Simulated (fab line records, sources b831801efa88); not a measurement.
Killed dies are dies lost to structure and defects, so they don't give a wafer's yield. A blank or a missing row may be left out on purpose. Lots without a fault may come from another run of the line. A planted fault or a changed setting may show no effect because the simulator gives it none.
A struck lot beside a sound one | flow gf180mcu | 34 steps out of a route of 602
Sound: wafers L665.1, L665.3, L665.6. Struck: wafers L661.2, L661.4, L661.5. The cause comes at the end.
At each step with rows: each side's tool, then ch and its chambers, then its first start. Under that, the readings that differ: sound wafers | struck wafers | difference of the means | sigmas: that difference in standard deviations of wafers without a fault.
alike: readings whose means differ by less than 2 such deviations, and words and numbers that are the same on both sides. not compared: withheld readings, readings that some wafer has no value for, bounds like >300 that may hide the same value, and numbers for which the record gives no deviation and whose values overlap.
The two part at a step that has a row with sigmas, a row that says differs or no value, or rows on one side only. Numbers that don't overlap but have no deviation are shown without sigmas and don't part them. A reading that every wafer of one side lacks parts them only if that side has two wafers or more.

first, 1 step without rows for these wafers: GF_HV_LDD_IMPLANT_21.
GF_HV_LDD_STRIP_22: strips in O2/N2.
  sound on plasma_asher-01 ch 0,1, day 16 18:54; struck on plasma_asher-02 ch 1, day 15 09:42
  alike: drypump_motor_current_A, heater_power_w, oes_product_au, strip_time_to_endpoint_s
  not compared: rf_hours_counter_h
GF_HV_LDD_TW_MEAS_23:
  sound on film_metro-02, day 16 19:00; struck on film_metro-04, day 15 09:49
  alike: HV_LDD_2_TW
then, 7 steps without rows for these wafers: GF_HV_LDD_DEHYDRATE_24 (time 60 s); GF_HV_LDD_HMDS_25 (prime time 60 s); GF_HV_LDD_COAT_26 (resist thk 1000 nm); GF_HV_LDD_SOFTBAKE_27 (time 60 s); GF_HV_LDD_EXPOSE_28 (exposes mask Nplus HV AREA, target cd 400 nm); GF_HV_LDD_PEB_29; GF_HV_LDD_DEVELOP_30 (develop time 60 s).
GF_HV_LDD_CD_MEAS_31: target cd 400 nm.
  sound on cd_sem-01, day 17 17:06; struck on cd_sem-01, day 16 07:46
  alike: cd_nm
GF_HV_LDD_OVL_MEAS_32:
  sound on overlay-02, day 17 17:13; struck on overlay-01, day 16 07:53
  reading            | sound        | struck         | difference | sigmas
  HV_LDD_02_OVL (nm) | -0.2 0.4 1.1 | -2.0 -2.0 -2.6 | -2.6       | -2
GF_HV_LDD_IMPLANT_33:
  sound on implanter-04 ch 0, day 17 17:16; struck on implanter-02, day 16 07:56
  no value came back on the struck wafers for beam_energy_keV, beam_on_s (s); on the sound wafers beam_energy_keV reads 59.988 59.991 59.991
then, 3 steps without rows for these wafers: GF_HV_LDD_IMPLANT_34; GF_HV_LDD_IMPLANT_35; GF_HV_LDD_IMPLANT_36.
GF_HV_LDD_STRIP_37: strips in O2/N2.
  sound on plasma_asher-01 ch 0, day 17 17:52; struck on plasma_asher-02 ch 0,1, day 16 08:31
  alike: drypump_motor_current_A, heater_power_w, oes_product_au, strip_time_to_endpoint_s
  not compared: rf_hours_counter_h
GF_HV_LDD_TW_MEAS_38:
  sound on film_metro-03, day 17 17:58; struck on film_metro-02, day 16 08:37
  reading     | sound          | struck         | difference | sigmas
  HV_LDD_3_TW | 1440 1439 1442 | 1328 1325 1331 | -112       | -12
then, 7 steps without rows for these wafers: GF_HV_LDD_DEHYDRATE_39 (time 60 s); GF_HV_LDD_HMDS_40 (prime time 60 s); GF_HV_LDD_COAT_41 (resist thk 1000 nm); GF_HV_LDD_SOFTBAKE_42 (time 60 s); GF_HV_LDD_EXPOSE_43 (exposes mask Pplus HV AREA, target cd 400 nm); GF_HV_LDD_PEB_44; GF_HV_LDD_DEVELOP_45 (develop time 60 s).
GF_HV_LDD_CD_MEAS_46: target cd 400 nm.
  sound on cd_sem-02, day 18 17:06; struck on cd_sem-02, day 17 07:10
  alike: cd_nm
GF_HV_LDD_OVL_MEAS_47:
  sound on overlay-01, day 18 17:13; struck on overlay-01, day 17 07:17
  alike: HV_LDD_03_OVL
then, 1 step without rows for these wafers: GF_HV_LDD_IMPLANT_48.
GF_HV_LDD_STRIP_49: strips in O2/N2.
  sound on plasma_asher-01 ch 0, day 18 17:24; struck on plasma_asher-03 ch 0,1, day 17 07:28
  alike: drypump_motor_current_A, heater_power_w, oes_product_au, strip_time_to_endpoint_s
  not compared: rf_hours_counter_h
GF_HV_LDD_TW_MEAS_50:
  sound on film_metro-04, day 18 17:30; struck on film_metro-03, day 17 07:34
  alike: HV_LDD_4_TW
then, 1 step without rows for these wafers: GF_HV_LDD_CLEAN_51 (cleans in SC1/SC2, time 150 s).
GF_HV_LDD_RTA_52: time 10 s.
  sound on rtp_anneal-01 ch 0, day 18 17:37; struck on rtp_anneal-01 ch 0, day 17 07:41
  alike: lamp_power_pct, wafer_temp_C_max
GF_HV_LDD_RS_MEAS_53: measures by four-point-probe.
  sound on film_metro-03, day 18 17:41; struck on film_metro-03, day 17 07:46
  reading            | sound             | struck            | difference | sigmas
  HV_LDD_RS (ohm/sq) | 419.0 420.6 419.6 | 441.1 439.7 440.5 | +20.7      | +23
then, 1 step without rows for these wafers: GF_HV_LDD_CVD_54 (deposits SiO2 from TEOS, target thk 10 nm, time 75 s).

WHERE THEY PART
First at GF_HV_LDD_OVL_MEAS_32; last, within this record, at GF_HV_LDD_RS_MEAS_53.

WHY: what the simulator had put in
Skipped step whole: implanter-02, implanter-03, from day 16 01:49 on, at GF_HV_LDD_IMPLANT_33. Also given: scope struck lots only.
